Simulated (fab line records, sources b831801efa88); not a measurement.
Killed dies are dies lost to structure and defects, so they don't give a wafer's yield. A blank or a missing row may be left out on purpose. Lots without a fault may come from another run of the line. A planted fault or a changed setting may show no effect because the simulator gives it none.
Chamber matching | flow sky130 | SKY_CONTACT_CMP_27 on cmp-01: 4 sister chambers
The step polishes, stops on SiO2, t overpolish 15 s, target thk 0 nm. 8 wafers are shown with their chamber, then 8 later ones without.

WAFERS WITH THEIR CHAMBER
wafer  | chamber | motor_current_A (A) | platen_rpm (rpm)
L081.3 | 2       | 12.3                | 59.98
L085.1 | 1       | 11.5                | 60.06
L085.2 | 2       | 12.3                | 59.98
L085.4 | 3       | 11.8                | 59.98
L087.2 | 1       | 12.0                | 60.03
L087.4 | 3       | 11.3                | 60.03
L087.6 | 0       | 13.7                | 59.99
L088.2 | 0       | 13.5                | 59.95

WAFERS WITHOUT THEIR CHAMBER
wafer  | motor_current_A (A) | platen_rpm (rpm)
L088.3 | 11.6                | 60.04
L088.6 | 12.4                | 59.95
L097.1 | 11.8                | 59.98
L097.4 | 11.3                | 59.95
L097.5 | 14.3                | 60.02
L096.1 | 14.1                | 59.96
L096.2 | 11.7                | 59.97
L096.6 | 12.4                | 59.99

WHICH CHAMBER EACH WENT THROUGH
wafer  | from the rows above          | in truth
L088.3 | can't be placed: 1 or 3      | 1
L088.6 | 2                            | 2
L097.1 | can't be placed: 3 or 2 or 1 | 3
L097.4 | can't be placed: 3 or 2 or 1 | 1
L097.5 | 0                            | 0
L096.1 | 0                            | 0
L096.2 | can't be placed: 3 or 2 or 1 | 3
L096.6 | 2                            | 2
Placed correctly: 4 of 8. Can't be placed from these rows: 4 (the true chamber is among the candidates in 4). Placed wrongly: 0.
How it was worked out, from the rows above alone: a wafer's distance from a chamber is the root of the sum, over the readings, of the square of ((its reading less the chamber's mean) divided by the reading's scatter). The wafer belongs to the nearest chamber; if the next one is less than 2 further off, it can't be placed. A chamber's mean is the mean of its shown wafers. The scatter: the root of (the sum of the squares of (reading less its chamber's mean) over the shown wafers, divided by (wafers less chambers)).
